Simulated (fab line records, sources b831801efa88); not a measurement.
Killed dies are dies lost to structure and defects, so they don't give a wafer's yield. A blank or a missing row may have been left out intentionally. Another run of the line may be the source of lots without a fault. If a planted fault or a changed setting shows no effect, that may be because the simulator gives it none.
fab line records / flow sky130
[record] lots = 6 wafers = 18 last-day = 50
route steps=708 shown POLY_CUT@313 SD_P@320
lots that met no fault: from a run of the same line without faults
start-h: start of the lot's first displayed wafer, in hours after the record's first day / wait-h: hours since the lot's step before / " same as the row above / L1.1+2: a single row standing in for several wafers / - no value, or no start given / * or withheld: withheld / < > ~ a bound
route shown NAME@n: a module of which the file shows steps, and the number in the route of the first / usual: mean/standard deviation of fault-free wafers / same: alike in all rows / chamber/n: place in a boat / sites: per-site readings / _std_site: their standard deviation / _edge_site: the outer-site mean with the inner-site mean subtracted / radius-mm: for every site, how far away it sits from the centre of the wafer / mask NAME#n: copy n / behind: the most recent tool/chamber to have shaped the wafer / hold: why the lot was held/for how many hours/how that ended / device: the n, p or np transistor that did not switch / end of line: tests run on the same wafers once the route is complete / a step with no rows: only its recipe / killed: at the first sort, the dies lost to defects and structure; wafer yield is something else / map: the dies of a wafer, with x for killed, . for not killed, _ for no die there
set.NAME: the setting that was run; set.NAME@STEP: the one run at that earlier step / model.NAME: the simulator's own value behind a step, which no gauge read
lots at selected steps of the route; one table per step, one row per wafer
services: when a tool's chamber went out of use (start-h, in hours from the record's first day, below 0 if earlier), for how many hours, and the reason
[[steps]]
[step SKY_POLY_CUT_PEB_06]
[recipe] peb-temp-c = withheld peb-time-s = withheld resist = KrF-thick
[step SKY_POLY_CUT_DEVELOP_07]
[recipe] develop-time-s = 60 resist = KrF-thick dev-temp-c = 21
[step SKY_POLY_CUT_CD_MEAS_08]
[recipe] target-cd-nm = 270
[usual] cd-nm = 269.7/1.3
lot.wafer=L551.1 tool=cd-sem-02 chamber=- start-h=549.81 wait-h=- cd-nm=267.8
lot.wafer=L551.5 tool=cd-sem-02 chamber=- start-h=549.81 wait-h=- cd-nm=270.1
lot.wafer=L551.6 tool=cd-sem-02 chamber=- start-h=549.81 wait-h=- cd-nm=270.3
lot.wafer=L556.2 tool=cd-sem-02 chamber=- start-h=593.12 wait-h=- cd-nm=270.2
lot.wafer=L556.3 tool=cd-sem-02 chamber=- start-h=593.12 wait-h=- cd-nm=269.8
lot.wafer=L556.5 tool=cd-sem-02 chamber=- start-h=593.12 wait-h=- cd-nm=269.5
lot.wafer=L564.3 tool=cd-sem-02 chamber=- start-h=688.04 wait-h=- cd-nm=271.9
lot.wafer=L564.4 tool=cd-sem-02 chamber=- start-h=688.04 wait-h=- cd-nm=270.6
lot.wafer=L564.6 tool=cd-sem-02 chamber=- start-h=688.04 wait-h=- cd-nm=271.2
lot.wafer=L567.2 tool=cd-sem-02 chamber=- start-h=701.74 wait-h=- cd-nm=269.1
lot.wafer=L567.5 tool=cd-sem-02 chamber=- start-h=701.74 wait-h=- cd-nm=268.6
lot.wafer=L567.6 tool=cd-sem-02 chamber=- start-h=701.74 wait-h=- cd-nm=270.7
lot.wafer=L569.1 tool=cd-sem-02 chamber=- start-h=712.77 wait-h=- cd-nm=268.2
lot.wafer=L569.2 tool=cd-sem-02 chamber=- start-h=712.77 wait-h=- cd-nm=267.6
lot.wafer=L569.3 tool=cd-sem-02 chamber=- start-h=712.77 wait-h=- cd-nm=268.5
lot.wafer=L573.2 tool=cd-sem-02 chamber=- start-h=738.53 wait-h=- cd-nm=269.2
lot.wafer=L573.5 tool=cd-sem-02 chamber=- start-h=738.53 wait-h=- cd-nm=266.7
lot.wafer=L573.6 tool=cd-sem-02 chamber=- start-h=738.53 wait-h=- cd-nm=267.8
[step SKY_POLY_CUT_OVL_MEAS_09]
[usual] POLY_CUT_OVL = 2/5
lot.wafer=L551.1 tool=overlay-02 chamber=- start-h=549.93 wait-h=0.1 POLY_CUT_OVL[nm]=10
lot.wafer=L551.5 tool=overlay-02 chamber=- start-h=549.93 wait-h=0.1 POLY_CUT_OVL[nm]=7
lot.wafer=L551.6 tool=overlay-02 chamber=- start-h=549.93 wait-h=0.1 POLY_CUT_OVL[nm]=5
lot.wafer=L556.2 tool=overlay-02 chamber=- start-h=593.22 wait-h=0.1 POLY_CUT_OVL[nm]=7
lot.wafer=L556.3 tool=overlay-02 chamber=- start-h=593.22 wait-h=0.1 POLY_CUT_OVL[nm]=2
lot.wafer=L556.5 tool=overlay-02 chamber=- start-h=593.22 wait-h=0.1 POLY_CUT_OVL[nm]=4
lot.wafer=L564.3 tool=overlay-02 chamber=- start-h=688.13 wait-h=0.1 POLY_CUT_OVL[nm]=-2
lot.wafer=L564.4 tool=overlay-02 chamber=- start-h=688.13 wait-h=0.1 POLY_CUT_OVL[nm]=-3
lot.wafer=L564.6 tool=overlay-02 chamber=- start-h=688.13 wait-h=0.1 POLY_CUT_OVL[nm]=4
lot.wafer=L567.2 tool=overlay-02 chamber=- start-h=701.84 wait-h=0.1 POLY_CUT_OVL[nm]=5
lot.wafer=L567.5 tool=overlay-02 chamber=- start-h=701.84 wait-h=0.1 POLY_CUT_OVL[nm]=0
lot.wafer=L567.6 tool=overlay-02 chamber=- start-h=701.84 wait-h=0.1 POLY_CUT_OVL[nm]=1
lot.wafer=L569.1 tool=overlay-01 chamber=- start-h=712.89 wait-h=0.1 POLY_CUT_OVL[nm]=-2
lot.wafer=L569.2 tool=overlay-01 chamber=- start-h=712.89 wait-h=0.1 POLY_CUT_OVL[nm]=-4
lot.wafer=L569.3 tool=overlay-01 chamber=- start-h=712.89 wait-h=0.1 POLY_CUT_OVL[nm]=-3
lot.wafer=L573.2 tool=overlay-01 chamber=- start-h=738.63 wait-h=0.1 POLY_CUT_OVL[nm]=7
lot.wafer=L573.5 tool=overlay-01 chamber=- start-h=738.63 wait-h=0.1 POLY_CUT_OVL[nm]=9
lot.wafer=L573.6 tool=overlay-01 chamber=- start-h=738.63 wait-h=0.1 POLY_CUT_OVL[nm]=7
[step SKY_POLY_CUT_ETCH_10]
[recipe] chemistry = N2/H2 target = BARC ion-energy-ev = 200 source-w = 500 bias-w = 100 pressure-mtorr = 30 n2-flow-sccm = 100 h2-flow-sccm = 200 stop-on = SiO2 time-s = 45.9 target-depth-a = 600
[usual] drypump-motor-current-A = 5.6/0.45 oes-product-au = 0.856/0.0044 rf-fwd-power-W = 494.3/2.4 throttle-valve-pct = 13.224/0.0096
lot.wafer=L551.1 tool=rie-diel-01 chamber=3 start-h=549.96 wait-h=0.0 drypump-motor-current-A=5.3 oes-product-au=0.844 rf-fwd-power-W=496.1 rf-hours-counter-h=2 throttle-valve-pct=13.229
lot.wafer=L551.5 tool=rie-diel-01 chamber=3 start-h=549.96 wait-h=0.0 drypump-motor-current-A=5.3 oes-product-au=0.852 rf-fwd-power-W=496.9 rf-hours-counter-h=- throttle-valve-pct=13.221
lot.wafer=L551.6 tool=rie-diel-01 chamber=0 start-h=549.96 wait-h=0.0 drypump-motor-current-A=5.7 oes-product-au=0.851 rf-fwd-power-W=492.9 rf-hours-counter-h=- throttle-valve-pct=13.232
lot.wafer=L556.2 tool=rie-diel-01 chamber=0 start-h=593.25 wait-h=0.0 drypump-motor-current-A=5.6 oes-product-au=0.849 rf-fwd-power-W=494.6 rf-hours-counter-h=8 throttle-valve-pct=13.213
lot.wafer=L556.3 tool=rie-diel-01 chamber=1 start-h=593.25 wait-h=0.0 drypump-motor-current-A=5.6 oes-product-au=0.863 rf-fwd-power-W=494.7 rf-hours-counter-h=11 throttle-valve-pct=13.231
lot.wafer=L556.5 tool=rie-diel-01 chamber=1 start-h=593.25 wait-h=0.0 drypump-motor-current-A=5.6 oes-product-au=0.860 rf-fwd-power-W=494.2 rf-hours-counter-h=- throttle-valve-pct=13.222
lot.wafer=L564.3 tool=rie-diel-04 chamber=1 start-h=688.15 wait-h=0.0 drypump-motor-current-A=5.8 oes-product-au=0.859 rf-fwd-power-W=495.2 rf-hours-counter-h=2 throttle-valve-pct=13.230
lot.wafer=L564.4 tool=rie-diel-04 chamber=3 start-h=688.15 wait-h=0.0 drypump-motor-current-A=5.8 oes-product-au=0.859 rf-fwd-power-W=489.6 rf-hours-counter-h=5 throttle-valve-pct=13.196
lot.wafer=L564.6 tool=rie-diel-04 chamber=1 start-h=688.15 wait-h=0.0 drypump-motor-current-A=5.8 oes-product-au=0.856 rf-fwd-power-W=492.9 rf-hours-counter-h=- throttle-valve-pct=13.231
lot.wafer=L567.2 tool=rie-diel-01 chamber=2 start-h=701.87 wait-h=0.0 drypump-motor-current-A=5.6 oes-product-au=0.856 rf-fwd-power-W=498.4 rf-hours-counter-h=16 throttle-valve-pct=13.222
lot.wafer=L567.5 tool=rie-diel-01 chamber=2 start-h=701.87 wait-h=0.0 drypump-motor-current-A=5.6 oes-product-au=0.854 rf-fwd-power-W=498.9 rf-hours-counter-h=- throttle-valve-pct=13.225
lot.wafer=L567.6 tool=rie-diel-01 chamber=1 start-h=701.87 wait-h=0.0 drypump-motor-current-A=5.6 oes-product-au=0.853 rf-fwd-power-W=492.2 rf-hours-counter-h=- throttle-valve-pct=13.235
lot.wafer=L569.1 tool=rie-diel-04 chamber=0 start-h=712.92 wait-h=0.0 drypump-motor-current-A=4.7 oes-product-au=0.847 rf-fwd-power-W=489.9 rf-hours-counter-h=5 throttle-valve-pct=13.217
lot.wafer=L569.2 tool=rie-diel-04 chamber=2 start-h=712.92 wait-h=0.0 drypump-motor-current-A=5.2 oes-product-au=0.858 rf-fwd-power-W=492.6 rf-hours-counter-h=51 throttle-valve-pct=13.231
lot.wafer=L569.3 tool=rie-diel-04 chamber=3 start-h=712.92 wait-h=0.0 drypump-motor-current-A=5.8 oes-product-au=0.855 rf-fwd-power-W=496.8 rf-hours-counter-h=5 throttle-valve-pct=13.224
lot.wafer=L573.2 tool=rie-diel-04 chamber=0 start-h=738.66 wait-h=0.0 drypump-motor-current-A=4.6 oes-product-au=0.861 rf-fwd-power-W=489.5 rf-hours-counter-h=6 throttle-valve-pct=13.237
lot.wafer=L573.5 tool=rie-diel-04 chamber=3 start-h=738.66 wait-h=0.0 drypump-motor-current-A=5.8 oes-product-au=0.854 rf-fwd-power-W=494.0 rf-hours-counter-h=- throttle-valve-pct=13.211
lot.wafer=L573.6 tool=rie-diel-04 chamber=0 start-h=738.66 wait-h=0.0 drypump-motor-current-A=4.6 oes-product-au=0.856 rf-fwd-power-W=492.3 rf-hours-counter-h=- throttle-valve-pct=13.208
[step SKY_POLY_CUT_ETCH_11]
[recipe] target = Si3N4 chemistry = CF4/CH2F2/Ar stop-on = poly-Si source-w = 600 bias-w = 150 pressure-mtorr = 40 cf4-flow-sccm = 40 ch2f2-flow-sccm = 20 Ar_flow_sccm = 150 time-s = 42.5 target-depth-a = 600
[usual] drypump-motor-current-A = 5.6/0.45 oes-product-au = 0.829/0.0061 rf-fwd-power-W = 592.4/2.7 throttle-valve-pct = 14.994/0.0082
lot.wafer=L551.1 tool=rie-diel-01 chamber=3 start-h=550.01 wait-h=0.0 drypump-motor-current-A=5.3 oes-product-au=0.827 rf-fwd-power-W=594.6 rf-hours-counter-h=2 throttle-valve-pct=15.003
lot.wafer=L551.5 tool=rie-diel-01 chamber=3 start-h=550.01 wait-h=0.0 drypump-motor-current-A=5.3 oes-product-au=0.829 rf-fwd-power-W=592.2 rf-hours-counter-h=- throttle-valve-pct=15.003
lot.wafer=L551.6 tool=rie-diel-01 chamber=0 start-h=550.01 wait-h=0.0 drypump-motor-current-A=5.6 oes-product-au=0.839 rf-fwd-power-W=593.4 rf-hours-counter-h=- throttle-valve-pct=15.003
lot.wafer=L556.2 tool=rie-diel-01 chamber=0 start-h=593.30 wait-h=0.0 drypump-motor-current-A=5.6 oes-product-au=0.832 rf-fwd-power-W=592.1 rf-hours-counter-h=8 throttle-valve-pct=15.004
lot.wafer=L556.3 tool=rie-diel-01 chamber=1 start-h=593.30 wait-h=0.0 drypump-motor-current-A=5.6 oes-product-au=0.828 rf-fwd-power-W=592.8 rf-hours-counter-h=11 throttle-valve-pct=14.991
lot.wafer=L556.5 tool=rie-diel-01 chamber=1 start-h=593.30 wait-h=0.0 drypump-motor-current-A=5.6 oes-product-au=0.835 rf-fwd-power-W=591.6 rf-hours-counter-h=- throttle-valve-pct=15.002
lot.wafer=L564.3 tool=rie-diel-04 chamber=1 start-h=688.20 wait-h=0.0 drypump-motor-current-A=5.8 oes-product-au=0.826 rf-fwd-power-W=594.4 rf-hours-counter-h=2 throttle-valve-pct=15.000
lot.wafer=L564.4 tool=rie-diel-04 chamber=3 start-h=688.20 wait-h=0.0 drypump-motor-current-A=5.8 oes-product-au=0.827 rf-fwd-power-W=593.2 rf-hours-counter-h=5 throttle-valve-pct=14.980
lot.wafer=L564.6 tool=rie-diel-04 chamber=1 start-h=688.20 wait-h=0.0 drypump-motor-current-A=5.8 oes-product-au=0.828 rf-fwd-power-W=593.0 rf-hours-counter-h=- throttle-valve-pct=14.998
lot.wafer=L567.2 tool=rie-diel-01 chamber=2 start-h=701.91 wait-h=0.0 drypump-motor-current-A=5.6 oes-product-au=0.823 rf-fwd-power-W=597.7 rf-hours-counter-h=16 throttle-valve-pct=15.007
lot.wafer=L567.5 tool=rie-diel-01 chamber=2 start-h=701.91 wait-h=0.0 drypump-motor-current-A=5.6 oes-product-au=0.823 rf-fwd-power-W=596.2 rf-hours-counter-h=- throttle-valve-pct=14.994
lot.wafer=L567.6 tool=rie-diel-01 chamber=1 start-h=701.91 wait-h=0.0 drypump-motor-current-A=5.6 oes-product-au=0.828 rf-fwd-power-W=595.2 rf-hours-counter-h=- throttle-valve-pct=14.994
lot.wafer=L569.1 tool=rie-diel-04 chamber=0 start-h=712.96 wait-h=0.0 drypump-motor-current-A=4.7 oes-product-au=0.835 rf-fwd-power-W=589.6 rf-hours-counter-h=5 throttle-valve-pct=14.998
lot.wafer=L569.2 tool=rie-diel-04 chamber=2 start-h=712.96 wait-h=0.0 drypump-motor-current-A=5.2 oes-product-au=0.837 rf-fwd-power-W=589.9 rf-hours-counter-h=51 throttle-valve-pct=14.989
lot.wafer=L569.3 tool=rie-diel-04 chamber=3 start-h=712.96 wait-h=0.0 drypump-motor-current-A=5.8 oes-product-au=0.821 rf-fwd-power-W=593.4 rf-hours-counter-h=5 throttle-valve-pct=14.994
lot.wafer=L573.2 tool=rie-diel-04 chamber=0 start-h=738.71 wait-h=0.0 drypump-motor-current-A=4.7 oes-product-au=0.827 rf-fwd-power-W=590.5 rf-hours-counter-h=6 throttle-valve-pct=14.994
lot.wafer=L573.5 tool=rie-diel-04 chamber=3 start-h=738.71 wait-h=0.0 drypump-motor-current-A=5.7 oes-product-au=0.838 rf-fwd-power-W=592.6 rf-hours-counter-h=- throttle-valve-pct=14.998
lot.wafer=L573.6 tool=rie-diel-04 chamber=0 start-h=738.71 wait-h=0.0 drypump-motor-current-A=4.6 oes-product-au=0.822 rf-fwd-power-W=588.8 rf-hours-counter-h=- throttle-valve-pct=14.989
[step SKY_POLY_CUT_STRIP_12]
[recipe] chemistry = O2/N2 power-w = 1400 pressure-mtorr = 1500 platen-temp-c = withheld o2-flow-sccm = 3000 n2-flow-sccm = 300 overash-fraction = 0.5
[usual] drypump-motor-current-A = 5.4/0.48 oes-product-au = 0.452/0.0044 strip-time-to-endpoint-s = 5.359/0.017
[same] overash-fraction = 0.5
lot.wafer=L551.1 tool=plasma-asher-04 chamber=1 start-h=550.05 wait-h=0.0 drypump-motor-current-A=5.0 oes-product-au=0.454 rf-hours-counter-h=89 strip-time-to-endpoint-s=5.336
lot.wafer=L551.5 tool=plasma-asher-04 chamber=0 start-h=550.05 wait-h=0.0 drypump-motor-current-A=6.3 oes-product-au=0.448 rf-hours-counter-h=- strip-time-to-endpoint-s=5.354
lot.wafer=L551.6 tool=plasma-asher-04 chamber=1 start-h=550.05 wait-h=0.0 drypump-motor-current-A=5.0 oes-product-au=0.452 rf-hours-counter-h=- strip-time-to-endpoint-s=5.387
lot.wafer=L556.2 tool=plasma-asher-04 chamber=0 start-h=593.34 wait-h=0.0 drypump-motor-current-A=6.3 oes-product-au=0.457 rf-hours-counter-h=93 strip-time-to-endpoint-s=5.380
lot.wafer=L556.3 tool=plasma-asher-04 chamber=0 start-h=593.34 wait-h=0.0 drypump-motor-current-A=6.2 oes-product-au=0.452 rf-hours-counter-h=- strip-time-to-endpoint-s=5.358
lot.wafer=L556.5 tool=plasma-asher-04 chamber=1 start-h=593.34 wait-h=0.0 drypump-motor-current-A=5.0 oes-product-au=0.448 rf-hours-counter-h=- strip-time-to-endpoint-s=5.361
lot.wafer=L564.3 tool=plasma-asher-03 chamber=1 start-h=688.27 wait-h=0.1 drypump-motor-current-A=5.3 oes-product-au=0.459 rf-hours-counter-h=- strip-time-to-endpoint-s=5.386
lot.wafer=L564.4 tool=plasma-asher-03 chamber=0 start-h=688.27 wait-h=0.1 drypump-motor-current-A=5.0 oes-product-au=0.445 rf-hours-counter-h=- strip-time-to-endpoint-s=5.348
lot.wafer=L564.6 tool=plasma-asher-03 chamber=1 start-h=688.27 wait-h=0.1 drypump-motor-current-A=5.4 oes-product-au=0.451 rf-hours-counter-h=- strip-time-to-endpoint-s=5.361
lot.wafer=L567.2 tool=plasma-asher-03 chamber=1 start-h=701.95 wait-h=0.0 drypump-motor-current-A=5.4 oes-product-au=0.446 rf-hours-counter-h=86 strip-time-to-endpoint-s=5.375
lot.wafer=L567.5 tool=plasma-asher-03 chamber=0 start-h=701.95 wait-h=0.0 drypump-motor-current-A=5.0 oes-product-au=0.460 rf-hours-counter-h=- strip-time-to-endpoint-s=5.354
lot.wafer=L567.6 tool=plasma-asher-03 chamber=1 start-h=701.95 wait-h=0.0 drypump-motor-current-A=5.4 oes-product-au=0.443 rf-hours-counter-h=- strip-time-to-endpoint-s=5.350
lot.wafer=L569.1 tool=plasma-asher-04 chamber=0 start-h=713.00 wait-h=0.0 drypump-motor-current-A=6.2 oes-product-au=0.452 rf-hours-counter-h=109 strip-time-to-endpoint-s=5.367
lot.wafer=L569.2 tool=plasma-asher-04 chamber=1 start-h=713.00 wait-h=0.0 drypump-motor-current-A=5.0 oes-product-au=0.455 rf-hours-counter-h=109 strip-time-to-endpoint-s=5.380
lot.wafer=L569.3 tool=plasma-asher-04 chamber=1 start-h=713.00 wait-h=0.0 drypump-motor-current-A=5.0 oes-product-au=0.450 rf-hours-counter-h=- strip-time-to-endpoint-s=5.385
lot.wafer=L573.2 tool=plasma-asher-01 chamber=0 start-h=738.75 wait-h=0.0 drypump-motor-current-A=5.3 oes-product-au=0.441 rf-hours-counter-h=51 strip-time-to-endpoint-s=5.334
lot.wafer=L573.5 tool=plasma-asher-01 chamber=1 start-h=738.75 wait-h=0.0 drypump-motor-current-A=5.7 oes-product-au=0.449 rf-hours-counter-h=- strip-time-to-endpoint-s=5.334
lot.wafer=L573.6 tool=plasma-asher-01 chamber=0 start-h=738.75 wait-h=0.0 drypump-motor-current-A=5.3 oes-product-au=0.453 rf-hours-counter-h=- strip-time-to-endpoint-s=5.347
[step SKY_SD_P_DEHYDRATE_00]
[recipe] temp-c = 200 time-s = 60
[step SKY_SD_P_HMDS_01]
[recipe] prime-time-s = 60 prime-temp-c = 120
[step SKY_SD_P_COAT_02]
[recipe] resist = NOVOLAK spin-rpm = 3000 resist-thk-nm = 1140
[step SKY_SD_P_SOFTBAKE_03]
[recipe] temp-c = 90 time-s = 60 resist = NOVOLAK
[step SKY_SD_P_EXPOSE_04]
[recipe] mask-id = PSDM na = 0.6 source-shape = conventional sigma-outer = 0.6 polarization = unpolarized target-cd-nm = 380 dose-mj = 138
[step SKY_SD_P_PEB_05]
[recipe] temp-c = withheld time-s = * resist = NOVOLAK
[usual] chill-plate-temp-C = * exhaust-pa = 44.8/0.94
lot.wafer=L551.1 tool=litho-track-02 chamber=0 start-h=579.14 wait-h=- chill-plate-temp-C=* exhaust-pa=43.5
lot.wafer=L551.5 tool=litho-track-02 chamber=0 start-h=579.14 wait-h=- chill-plate-temp-C=* exhaust-pa=44.2
lot.wafer=L551.6 tool=litho-track-02 chamber=0 start-h=579.14 wait-h=- chill-plate-temp-C=* exhaust-pa=43.7
lot.wafer=L556.2 tool=litho-track-04 chamber=0 start-h=622.22 wait-h=- chill-plate-temp-C=* exhaust-pa=45.2
lot.wafer=L556.3 tool=litho-track-04 chamber=0 start-h=622.22 wait-h=- chill-plate-temp-C=* exhaust-pa=43.9
lot.wafer=L556.5 tool=litho-track-04 chamber=0 start-h=622.22 wait-h=- chill-plate-temp-C=* exhaust-pa=46.3
lot.wafer=L564.3 tool=litho-track-03 chamber=- start-h=715.66 wait-h=- chill-plate-temp-C=- exhaust-pa=-
lot.wafer=L564.4 tool=litho-track-03 chamber=- start-h=715.66 wait-h=- chill-plate-temp-C=- exhaust-pa=-
lot.wafer=L564.6 tool=litho-track-03 chamber=- start-h=715.66 wait-h=- chill-plate-temp-C=- exhaust-pa=-
lot.wafer=L567.2 tool=litho-track-04 chamber=- start-h=729.72 wait-h=- chill-plate-temp-C=- exhaust-pa=-
lot.wafer=L567.5 tool=litho-track-04 chamber=- start-h=729.72 wait-h=- chill-plate-temp-C=- exhaust-pa=-
lot.wafer=L567.6 tool=litho-track-04 chamber=- start-h=729.72 wait-h=- chill-plate-temp-C=- exhaust-pa=-
lot.wafer=L569.1 tool=litho-track-03 chamber=0 start-h=739.76 wait-h=- chill-plate-temp-C=* exhaust-pa=45.4
lot.wafer=L569.2 tool=litho-track-03 chamber=0 start-h=739.76 wait-h=- chill-plate-temp-C=* exhaust-pa=46.0
lot.wafer=L569.3 tool=litho-track-03 chamber=0 start-h=739.76 wait-h=- chill-plate-temp-C=* exhaust-pa=45.8
lot.wafer=L573.2 tool=litho-track-02 chamber=0 start-h=765.61 wait-h=- chill-plate-temp-C=* exhaust-pa=45.3
lot.wafer=L573.5 tool=litho-track-02 chamber=0 start-h=765.61 wait-h=- chill-plate-temp-C=* exhaust-pa=44.9
lot.wafer=L573.6 tool=litho-track-02 chamber=0 start-h=765.61 wait-h=- chill-plate-temp-C=* exhaust-pa=45.8
[step SKY_SD_P_DEVELOP_06]
[recipe] resist = NOVOLAK developer = TMAH develop-time-s = 60 dev-temp-c = 23
[[services]]
tool=litho-track-04 chamber=- start-h=572.83 hours=- kind=consumable-replace:filter
tool=rie-diel-04 chamber=1 start-h=584.98 hours=- kind=clean
tool=rie-diel-04 chamber=1 start-h=584.98 hours=17.5 kind=scheduled-down
tool=rie-diel-04 chamber=1 start-h=584.98 hours=17.5 kind=vent-cycle
tool=plasma-asher-01 chamber=- start-h=604.29 hours=109.0 kind=repair
tool=rie-diel-04 chamber=- start-h=612.68 hours=14.6 kind=pm
tool=litho-track-02 chamber=- start-h=626.52 hours=- kind=consumable-replace:filter
tool=rie-diel-01 chamber=- start-h=636.74 hours=14.6 kind=pm
tool=plasma-asher-03 chamber=- start-h=649.88 hours=0.6 kind=repair
tool=rie-diel-01 chamber=3 start-h=659.74 hours=1.4 kind=repair
tool=plasma-asher-03 chamber=- start-h=660.56 hours=17.7 kind=repair
tool=plasma-asher-01 chamber=- start-h=713.29 hours=2.8 kind=pm
tool=plasma-asher-04 chamber=- start-h=717.74 hours=28.1 kind=pm
tool=rie-diel-01 chamber=0 start-h=724.23 hours=4.6 kind=repair
tool=rie-diel-04 chamber=2 start-h=727.80 hours=- kind=clean
tool=rie-diel-04 chamber=2 start-h=727.80 hours=23.8 kind=scheduled-down
tool=rie-diel-04 chamber=2 start-h=727.80 hours=23.8 kind=vent-cycle
tool=plasma-asher-04 chamber=- start-h=745.84 hours=9.0 kind=pm
tool=plasma-asher-04 chamber=0 start-h=745.84 hours=9.0 kind=vent-cycle
tool=plasma-asher-04 chamber=1 start-h=745.84 hours=9.0 kind=vent-cycle
tool=plasma-asher-03 chamber=- start-h=752.90 hours=1.7 kind=repair
tool=plasma-asher-04 chamber=0 start-h=754.84 hours=- kind=clean
tool=plasma-asher-04 chamber=1 start-h=754.84 hours=- kind=clean
tool=rie-diel-01 chamber=0 start-h=755.48 hours=6.9 kind=repair
[[key]]
[first-sign] step = SKY_SD_P_PEB_05 reading = tool-record direction = missing
effect none on later readings
met-at SKY_SD_P_PEB_05
struck-wafers L564.3,L564.4,L564.6,L567.2,L567.5,L567.6
sort-left-out L564.3,L564.4,L564.6,L567.2,L567.5,L567.6
tester-left-out L564,L567
onset-between 622.22 715.66
[fault] kind = skipped-step-whole tool = litho-track-03,litho-track-04 chamber = - onset-h = 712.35 steps = SKY_SD_P_PEB_05 scope = struck-lots-only
// tester-left-out: of these lots the tester's yield and bins aren't shown, on N5 and GAA mostly nor the transistor test; their killed dies are dies lost to structure and defects alone, not to doping, threshold or leakage, so they don't give the yield
// sort-left-out: the simulated sort isn't trusted on such a fault, so these wafers' sort isn't shown, and their yield isn't known
